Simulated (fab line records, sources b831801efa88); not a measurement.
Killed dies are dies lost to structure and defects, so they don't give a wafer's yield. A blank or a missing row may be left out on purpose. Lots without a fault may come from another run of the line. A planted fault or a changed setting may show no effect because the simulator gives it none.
fab line records | flow sky130
record lots=6 wafers=18 last_day=50
route steps=708 shown PWDE@52 NWELL@56 PAD_OPEN@708
lots that met no fault: from a run of the same line without faults
start_h: hours from the record's first day to the start of the lot's first wafer shown | wait_h: hours since the lot's step before | " the same as in the row above | L1.1+2: a row that stands for several wafers | - no value, or no start given | * or withheld: withheld | < > ~ a bound
route shown NAME@n: a module of which the file shows steps, and the number in the route of the first | usual: mean/standard deviation of fault-free wafers | same: alike in all rows | chamber/n: place in a boat | sites: the reading at each site | _std_site: their standard deviation | _edge_site: outer sites' mean less inner sites' | radius_mm: how far each site lies from the wafer's centre | mask NAME#n: copy n | behind: the tool/chamber that last shaped the wafer | hold: why the lot was held/for how many hours/how that ended | device: the transistor (n, p or np) that didn't switch | end of line: the same wafers' tests at the end of the route | a step without rows: its recipe alone | killed: dies lost to structure and defects at the first sort, not the wafer's yield | map: a wafer's dies, x killed, . not, _ none there
set.NAME: the setting as run; set.NAME@STEP: as run at that earlier step | model.NAME: the simulator's own value behind a step, which no gauge read
lots at some steps of the route; a table a step, a row a wafer
services: from which hour (start_h, from the record's first day; less than 0 if before it) a tool's chamber was out of use, for how many hours, and why
## steps
# step SKY_PWDE_OVL_MEAS_07
# usual PWDE_OVL=0.6/1.5
# columns lot.wafer tool chamber start_h wait_h PWDE_OVL[nm]
L760.1 overlay-02 - 85.77 - 0.3
L760.2 " - " " -0.1
L760.6 " - " " -0.6
L765.2 overlay-02 - 107.12 - 0.8
L765.3 " - " " -1.4
L765.6 " - " " 0.9
L768.2 overlay-02 - 118.74 - -1.4
L768.4 " - " " -1.1
L768.6 " - " " 0.9
L772.1 overlay-01 - 146.32 - -0.6
L772.4 " - " " 0.4
L772.6 " - " " 1.6
L774.2 overlay-02 - 154.89 - 3.2
L774.4 " - " " 4.0
L774.5 " - " " 2.6
L781.1 overlay-02 - 197.88 - -2.8
L781.2 " - " " -0.9
L781.3 " - " " -0.2
# step SKY_PWDE_IMPLANT_08
# recipe species=B energy_kev=150 dose_cm2=3.6e+12 tilt_deg=withheld
# step SKY_PWDE_STRIP_09
# recipe chemistry=O2/N2 power_w=1400 pressure_mtorr=1500 platen_temp_c=withheld o2_flow_sccm=3000 n2_flow_sccm=300 overash_fraction=0.5
# usual drypump_motor_current_A=5.7/0.42 oes_product_au=0.723/0.0047 strip_time_to_endpoint_s=36.91/0.11
# columns lot.wafer tool chamber start_h wait_h drypump_motor_current_A oes_product_au rf_hours_counter_h strip_time_to_endpoint_s
L760.1 plasma_asher-02 0 85.95 0.1 6.3 0.719 41 36.87
L760.2 " 1 " " 5.2 0.725 41 36.83
L760.6 " 0 " " 6.3 0.726 - 36.81
L765.2 plasma_asher-02 1 107.30 0.1 5.2 0.733 43 36.88
L765.3 " 0 " " 6.4 0.718 - 36.82
L765.6 " 0 " " 6.3 0.723 - 36.89
L768.2 plasma_asher-03 0 118.92 0.1 6.0 0.721 31 36.78
L768.4 " 0 " " 6.0 0.716 - 36.72
L768.6 " 0 " " 6.0 0.724 - 36.75
L772.1 plasma_asher-04 0 146.50 0.1 5.3 0.719 44 36.88
L772.4 " 1 " " 5.7 0.720 - 36.89
L772.6 " 0 " " 5.3 0.728 - 36.76
L774.2 plasma_asher-02 1 155.07 0.1 5.2 0.721 48 36.89
L774.4 " 1 " " 5.2 0.722 - 36.95
L774.5 " 1 " " 5.2 0.719 - 37.00
L781.1 plasma_asher-04 1 198.07 0.1 5.7 0.716 49 36.99
L781.2 " 0 " " 5.3 0.731 49 36.97
L781.3 " 0 " " 5.3 0.729 - 37.09
# step SKY_PWDE_TW_MEAS_10
# usual PWDE_TW=375.3/3
# columns lot.wafer tool chamber start_h wait_h PWDE_TW
L760.1 film_metro-01 - 86.05 0.1 379.2
L760.2 " - " " 382.5
L760.6 " - " " 379.4
L765.2 film_metro-04 - 107.41 0.1 375.4
L765.3 " - " " 374.4
L765.6 " - " " 375.2
L768.2 film_metro-01 - 119.03 0.1 379.8
L768.4 " - " " 377.6
L768.6 " - " " 378.7
L772.1 film_metro-01 - 146.60 0.1 376.7
L772.4 " - " " 377.3
L772.6 " - " " 377.5
L774.2 film_metro-01 - 155.18 0.1 375.1
L774.4 " - " " 373.4
L774.5 " - " " 376.9
L781.1 film_metro-01 - 198.17 0.1 378.6
L781.2 " - " " 380.0
L781.3 " - " " 379.3
# step SKY_NWELL_DEHYDRATE_03
# recipe temp_c=200 time_s=60
# step SKY_NWELL_HMDS_04
# recipe prime_time_s=60 prime_temp_c=120
# step SKY_NWELL_COAT_05
# recipe spin_rpm=2000 resist_thk_nm=3000
# step SKY_NWELL_SOFTBAKE_06
# recipe temp_c=110 time_s=withheld
# step SKY_NWELL_EXPOSE_07
# recipe mask_id=NWM na=0.6 source_shape=conventional sigma_outer=0.6 polarization=unpolarized target_cd_nm=840 dose_mj=255
# step SKY_NWELL_PEB_08
# recipe temp_c=115 time_s=withheld
# step SKY_NWELL_DEVELOP_09
# recipe wall_angle_deg=90 developer=TMAH develop_time_s=60 dev_temp_c=23
# step SKY_NWELL_OVL_MEAS_10
# usual NWELL_00_OVL=0.0/1.2
# columns lot.wafer tool chamber start_h wait_h NWELL_00_OVL[nm]
L760.1 overlay-01 - 103.70 - -0.7
L760.2 " - " " 0.3
L760.6 " - " " 0.8
L765.2 overlay-02 - 125.86 - -0.8
L765.3 " - " " -0.3
L765.6 " - " " 0.1
L768.2 overlay-01 - 137.87 - -0.6
L768.4 " - " " -1.1
L768.6 " - " " 1.5
L772.1 overlay-02 - 165.45 - -1.0
L772.4 " - " " -0.8
L772.6 " - " " -0.7
L774.2 overlay-02 - 174.82 - -0.2
L774.4 " - " " -0.4
L774.5 " - " " -0.8
L781.1 overlay-01 - 219.75 - 0.9
L781.2 " - " " -0.4
L781.3 " - " " -0.6
# step SKY_NWELL_IMPLANT_11
# recipe species=P energy_kev=400 dose_cm2=1.9e+13 tilt_deg=withheld
# usual beam_on_s=10.02/0.21 dose_ions_cm2=1.9e+13/2.1e+10 faraday_current_uA=106.9/2.2
# columns lot.wafer tool chamber start_h wait_h beam_on_s dose_ions_cm2 faraday_current_uA
L760.1 implanter-01 0 103.74 0.0 9.89 1.9008e+13 108.3
L760.2 " 0 " " 10.13 1.9013e+13 105.7
L760.6 " 0 " " 9.94 1.8969e+13 107.9
L765.2 implanter-02 0 125.91 0.0 71.90 2.0747e+14 163.5
L765.3 " 0 " " 72.68 2.0747e+14 160.0
L765.6 " 0 " " 67.96 2.0748e+14 172.1
L768.2 implanter-02 0 137.93 0.0 66.58 2.0744e+14 174.8
L768.4 " 0 " " 70.36 2.0745e+14 165.9
L768.6 " 0 " " 69.44 2.0745e+14 168.3
L772.1 implanter-04 0 165.48 0.0 10.29 1.901e+13 104.5
L772.4 " 0 " " 9.92 1.8972e+13 108.3
L772.6 " 0 " " 10.10 1.8983e+13 106.7
L774.2 implanter-01 0 174.88 0.0 10.22 1.9e+13 104.9
L774.4 " 0 " " 9.86 1.899e+13 108.2
L774.5 " 0 " " 10.24 1.898e+13 104.4
L781.1 implanter-02 0 219.78 0.0 9.78 1.9018e+13 110.3
L781.2 " 0 " " 10.02 1.9025e+13 106.8
L781.3 " 0 " " 10.07 1.9031e+13 106.1
# step SKY_NWELL_IMPLANT_12
# recipe species=P energy_kev=120 dose_cm2=1.3e+12 tilt_deg=withheld
# step SKY_NWELL_IMPLANT_13
# recipe species=P energy_kev=50 dose_cm2=7e+11 tilt_deg=withheld
# step SKY_NWELL_STRIP_14
# recipe chemistry=O2/N2 power_w=1400 pressure_mtorr=1500 platen_temp_c=withheld o2_flow_sccm=3000 n2_flow_sccm=300 overash_fraction=0.5
# usual drypump_motor_current_A=5.71/0.19 oes_product_au=0.723/0.0049 strip_time_to_endpoint_s=36.94/0.13
# columns lot.wafer tool chamber start_h wait_h drypump_motor_current_A oes_product_au rf_hours_counter_h strip_time_to_endpoint_s
L760.1 plasma_asher-03 0 104.19 0.1 5.94 0.719 29 36.84
L760.2 " 1 " " 5.68 0.720 29 36.91
L760.6 " 1 " " 5.69 0.724 - 36.85
L765.2 plasma_asher-01 0 126.34 0.1 5.73 0.725 1 36.98
L765.3 " 1 " " 5.74 0.718 - 36.87
L765.6 " 1 " " 5.73 0.724 - 36.98
L768.2 plasma_asher-04 1 138.35 0.1 5.64 0.725 44 36.92
L768.4 " 0 " " 5.30 0.721 - 36.91
L768.6 " 1 " " 5.65 0.715 - 36.95
L772.1 plasma_asher-04 1 165.93 0.1 5.63 0.730 46 36.99
L772.4 " 1 " " 5.62 0.720 - 36.95
L772.6 " 0 " " 5.28 0.731 - 36.95
L774.2 plasma_asher-04 0 175.30 0.1 5.28 0.724 47 36.84
L774.4 " 0 " " 5.32 0.723 - 36.68
L774.5 " 0 " " 5.32 0.725 - 36.82
L781.1 plasma_asher-04 0 220.23 0.1 5.28 0.713 51 36.86
L781.2 " 1 " " 5.64 0.720 51 36.79
L781.3 " 1 " " 5.65 0.729 - 36.81
# step SKY_NWELL_TW_MEAS_15
# usual NWELL_TW=1821/13
# columns lot.wafer tool chamber start_h wait_h NWELL_TW
L760.1 film_metro-03 - 104.29 0.1 1821
L760.2 " - " " 1824
L760.6 " - " " 1818
L765.2 film_metro-03 - 126.45 0.1 3794
L765.3 " - " " 3800
L765.6 " - " " 3786
L768.2 film_metro-01 - 138.46 0.1 3866
L768.4 " - " " 3896
L768.6 " - " " 3874
L772.1 film_metro-01 - 166.03 0.1 1832
L772.4 " - " " 1829
L772.6 " - " " 1823
L774.2 film_metro-04 - 175.41 0.1 1813
L774.4 " - " " 1809
L774.5 " - " " 1809
L781.1 film_metro-03 - 220.33 0.1 1825
L781.2 " - " " 1827
L781.3 " - " " 1822
# step SKY_NWELL_DEHYDRATE_16
# recipe temp_c=200 time_s=60
# step SKY_NWELL_HMDS_17
# recipe prime_time_s=60 prime_temp_c=120
# step SKY_NWELL_COAT_18
# recipe spin_rpm=2000 resist_thk_nm=3000
# step SKY_NWELL_SOFTBAKE_19
# recipe temp_c=110 time_s=withheld
# step SKY_NWELL_EXPOSE_20
# recipe mask_id=NWM_COMPLEMENT na=0.6 source_shape=conventional sigma_outer=0.6 polarization=unpolarized target_cd_nm=840 dose_mj=260
# step SKY_NWELL_PEB_21
# recipe temp_c=115 time_s=withheld
# step SKY_NWELL_DEVELOP_22
# recipe wall_angle_deg=90 developer=TMAH develop_time_s=60 dev_temp_c=23
# step SKY_NWELL_OVL_MEAS_23
# usual NWELL_01_OVL=-0.4/1.1
# columns lot.wafer tool chamber start_h wait_h NWELL_01_OVL[nm]
L760.1 overlay-01 - 122.20 - -2.8
L760.2 " - " " -1.0
L760.6 " - " " -0.9
L765.2 overlay-01 - 145.30 - -0.9
L765.3 " - " " 0.0
L765.6 " - " " 0.1
L768.2 overlay-01 - 157.40 - -0.4
L768.4 " - " " -0.4
L768.6 " - " " -0.7
L772.1 overlay-02 - 187.02 - -0.2
L772.4 " - " " -2.6
L772.6 " - " " -1.6
L774.2 overlay-01 - 196.75 - 1.4
L774.4 " - " " 1.0
L774.5 " - " " -0.4
L781.1 overlay-01 - 243.10 - -2.0
L781.2 " - " " -2.7
L781.3 " - " " -1.5
# step SKY_NWELL_IMPLANT_24
# recipe species=B energy_kev=140 dose_cm2=9.2e+12 tilt_deg=withheld
# step SKY_NWELL_STRIP_25
# recipe chemistry=O2/N2 power_w=1400 pressure_mtorr=1500 platen_temp_c=withheld o2_flow_sccm=3000 n2_flow_sccm=300 overash_fraction=0.5
# usual drypump_motor_current_A=5.67/0.19 oes_product_au=0.722/0.0049 strip_time_to_endpoint_s=36.95/0.11
# columns lot.wafer tool chamber start_h wait_h drypump_motor_current_A oes_product_au rf_hours_counter_h strip_time_to_endpoint_s
L760.1 plasma_asher-04 1 122.39 0.1 5.65 0.722 42 37.04
L760.2 " 0 " " 5.29 0.726 42 36.99
L760.6 " 0 " " 5.30 0.724 - 36.94
L765.2 plasma_asher-01 0 145.48 0.1 5.75 0.733 2 36.71
L765.3 " 0 " " 5.76 0.726 - 36.80
L765.6 " 0 " " 5.75 0.718 - 36.73
L768.2 plasma_asher-04 0 157.58 0.1 5.34 0.727 46 36.92
L768.4 " 0 " " 5.36 0.718 - 36.82
L768.6 " 1 " " 5.64 0.725 - 36.79
L772.1 plasma_asher-04 0 187.20 0.1 5.31 0.721 48 36.96
L772.4 " 1 " " 5.68 0.730 - 37.03
L772.6 " 1 " " 5.65 0.722 - 36.98
L774.2 plasma_asher-03 0 196.93 0.1 5.96 0.723 38 37.08
L774.4 " 0 " " 5.96 0.718 - 37.00
L774.5 " 1 " " 5.71 0.717 - 37.06
L781.1 plasma_asher-03 1 243.29 0.1 5.69 0.730 43 36.85
L781.2 " 0 " " 5.97 0.726 43 36.96
L781.3 " 0 " " 5.96 0.728 - 36.91
# step SKY_NWELL_TW_MEAS_26
# usual NWELL_2_TW=498/3.3
# columns lot.wafer tool chamber start_h wait_h NWELL_2_TW
L760.1 film_metro-03 - 122.49 0.1 492
L760.2 " - " " 492
L760.6 " - " " 493
L765.2 film_metro-03 - 145.59 0.1 493
L765.3 " - " " 496
L765.6 " - " " 494
L768.2 film_metro-01 - 157.69 0.1 501
L768.4 " - " " 504
L768.6 " - " " 500
L772.1 film_metro-03 - 187.30 0.1 495
L772.4 " - " " 497
L772.6 " - " " 498
L774.2 film_metro-04 - 197.04 0.1 495
L774.4 " - " " 497
L774.5 " - " " 496
L781.1 film_metro-04 - 243.39 0.1 495
L781.2 " - " " 498
L781.3 " - " " 498
# step SKY_NWELL_CLEAN_27
# recipe chemistry=SC1/SC2 mix=1:4:20 temp_c=70 time_s=150 dry=n2_spin
# step SKY_NWELL_RTA_28
# recipe temp_c=1050 time_s=30 idle_temp_c=650 ramp_up_c_per_s=150 ramp_down_c_per_s=90 ambient=N2
# usual chamber_o2_ppm=1.998/0.021 lamp_power_pct=25.30/0.05 wafer_temp_C_max=1054.9/1
# columns lot.wafer tool chamber start_h wait_h chamber_o2_ppm lamp_power_pct wafer_temp_C_max
L760.1 rtp_anneal-02 0 122.60 0.0 2.016 25.20 1054.5
L760.2 " 0 " " 2.002 25.28 1054.5
L760.6 " 0 " " 2.006 25.33 1055.5
L765.2 rtp_anneal-01 0 145.72 0.0 2.025 25.26 1054.7
L765.3 " 0 " " 1.991 25.28 1057.1
L765.6 " 0 " " 2.002 25.31 1054.3
L768.2 rtp_anneal-01 0 157.81 0.0 1.978 25.21 1054.2
L768.4 " 0 " " 1.981 25.29 1054.2
L768.6 " 0 " " 2.007 25.30 1055.3
L772.1 rtp_anneal-01 0 187.46 0.0 1.940 25.24 1054.2
L772.4 " 0 " " 1.987 25.28 1053.8
L772.6 " 0 " " 1.996 25.30 1053.9
L774.2 rtp_anneal-01 0 197.16 0.0 2.046 25.31 1055.7
L774.4 " 0 " " 2.030 25.33 1055.3
L774.5 " 0 " " 2.024 25.27 1054.9
L781.1 rtp_anneal-01 0 243.50 0.0 2.005 25.36 1053.9
L781.2 " 0 " " 1.975 25.23 1055.6
L781.3 " 0 " " 1.969 25.35 1054.8
# step SKY_NWELL_RS_MEAS_29
# recipe thk_meas_gauge=four-point-probe
# usual NWELL_RS=624.6/1.9
# columns lot.wafer tool chamber start_h wait_h NWELL_RS[ohm/sq]
L760.1 film_metro-01 - 122.70 0.1 627.0
L760.2 " - " " 625.1
L760.6 " - " " 626.6
L765.2 film_metro-01 - 145.82 0.1 161.0
L765.3 " - " " 161.0
L765.6 " - " " 161.1
L768.2 film_metro-04 - 157.91 0.1 160.8
L768.4 " - " " 160.8
L768.6 " - " " 160.9
L772.1 film_metro-04 - 187.56 0.1 627.2
L772.4 " - " " 625.5
L772.6 " - " " 626.4
L774.2 film_metro-04 - 197.26 0.1 627.5
L774.4 " - " " 627.4
L774.5 " - " " 625.9
L781.1 film_metro-04 - 243.70 0.2 621.8
L781.2 " - " " 623.2
L781.3 " - " " 623.3
# step SKY_PAD_OPEN_PROBE_99
# usual killed_at_M0_to_M3=43/7.1 killed_at_M4_up=3.3/2 killed_at_contacts=24/5.1 killed_at_front_end=15/4.6 killed_at_other=0.3/0.6 killed_dies=86/9.6 killed_open=46/7.3 killed_short=39/6.7
# same gross_dies=492 killed_at_back_side=0
# columns lot.wafer tool chamber start_h wait_h killed_at_M0_to_M3 killed_at_M4_up killed_at_contacts killed_at_front_end killed_at_other killed_dies killed_open killed_short
L765.2 prober-01 - 1119.72 0.1 37 0 21 16 0 74 42 32
L765.3 prober-01 - 1119.77 0.2 40 1 25 15 0 81 42 38
L765.6 prober-01 - 1119.92 0.2 41 4 24 10 0 79 34 44
L768.2 prober-02 - 1137.95 0.1 34 3 25 15 0 77 41 36
L768.4 prober-02 - 1138.05 0.2 44 5 22 17 0 88 48 40
L768.6 prober-02 - 1138.15 0.2 45 2 24 15 0 86 47 39
# killed by level:class
L765.2 VIA1:geometric_particle:open=11 VIA3:geometric_particle:open=7 CONTACT:geometric_particle:open=6 LOCAL_INTERCONNECT:geometric_particle:short=5 CONTACT:geometric_particle:short=5 FIELD_ISO:geometric_particle:short=4 POLY_GATE:geometric_particle:open=4 VIA1:geometric_particle:short=4
L765.3 VIA1:geometric_particle:open=14 CONTACT:geometric_particle:open=10 METAL2:geometric_particle:short=7 VIA3:geometric_particle:open=6 FIELD_ISO:geometric_particle:short=5 POLY_GATE:geometric_particle:short=5 LI_CONTACT:geometric_particle:open=5 VIA1:geometric_particle:short=5
L765.6 METAL2:geometric_particle:short=9 VIA1:geometric_particle:open=8 CONTACT:geometric_particle:open=8 VIA3:geometric_particle:open=7 METAL1:geometric_particle:short=6 CONTACT:geometric_particle:short=6 POLY_GATE:geometric_particle:short=4 LI_CONTACT:geometric_particle:open=4
L768.2 LI_CONTACT:geometric_particle:open=11 VIA1:geometric_particle:open=10 FIELD_ISO:geometric_particle:open=5 LOCAL_INTERCONNECT:geometric_particle:short=5 POLY_GATE:geometric_particle:short=4 LI_CONTACT:geometric_particle:short=4 METAL1:geometric_particle:short=4 VIA1:geometric_particle:short=4
L768.4 VIA1:geometric_particle:open=10 METAL1:geometric_particle:short=9 LI_CONTACT:geometric_particle:open=8 CONTACT:geometric_particle:open=7 VIA3:geometric_particle:open=6 VIA2:geometric_particle:open=5 SPACER:geometric_particle:open=4 VIA2:geometric_particle:short=4
L768.6 VIA1:geometric_particle:open=12 CONTACT:geometric_particle:short=7 LI_CONTACT:geometric_particle:open=6 METAL1:geometric_particle:short=6 VIA2:geometric_particle:open=6 VIA3:geometric_particle:open=6 POLY_GATE:geometric_particle:open=5 CONTACT:geometric_particle:open=5
## services
# columns tool chamber start_h hours kind
implanter-02 - 71.13 1.9 repair
implanter-04 - 75.00 1.6 repair
implanter-02 - 78.66 13.4 pm
implanter-02 - 93.94 1.8 repair
plasma_asher-02 - 96.87 0.4 repair
plasma_asher-04 - 101.50 4.3 pm
plasma_asher-01 - 108.75 9.0 pm
plasma_asher-01 0 108.75 9.0 vent_cycle
plasma_asher-01 1 108.75 9.0 vent_cycle
plasma_asher-01 0 117.75 - clean
plasma_asher-01 1 117.75 - clean
plasma_asher-03 - 122.14 1.4 repair
implanter-04 - 136.06 3.3 pm
implanter-01 - 136.91 1.2 repair
rtp_anneal-02 - 158.43 1.5 pm
implanter-04 - 195.83 4.4 repair
implanter-01 - 214.53 4.1 pm
implanter-01 - 221.34 1.4 repair
plasma_asher-04 - 234.59 5.4 repair
## key
first_sign step=SKY_NWELL_IMPLANT_11 reading=dose_ions_cm2 direction=up sigmas=99+ usual=* struck=*
effect step=SKY_NWELL_IMPLANT_11 reading=beam_on_s direction=up sigmas=99+ usual=10.02 struck=69.82
effect step=SKY_NWELL_TW_MEAS_15 reading=NWELL_TW direction=up sigmas=99+ usual=1821 struck=3836
effect step=SKY_NWELL_RS_MEAS_29 reading=NWELL_RS direction=down sigmas=99+ usual=624.6 struck=160.9
met_at SKY_NWELL_IMPLANT_11
struck_wafers L765.2,L765.3,L765.6,L768.2,L768.4,L768.6
tester_left_out L765,L768
fault kind=process_parameter_drift tool=implanter-02 chamber=- onset_h=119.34 steps=SKY_NWELL_IMPLANT_11 channel=dose_cm2 offset=* shape=step end_h=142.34 acts_in=* stated=*
# tester_left_out: of these lots the tester's yield and bins aren't shown, on N5 and GAA mostly nor the transistor test; their killed dies are dies lost to structure and defects alone, not to doping, threshold or leakage, so they don't give the yield
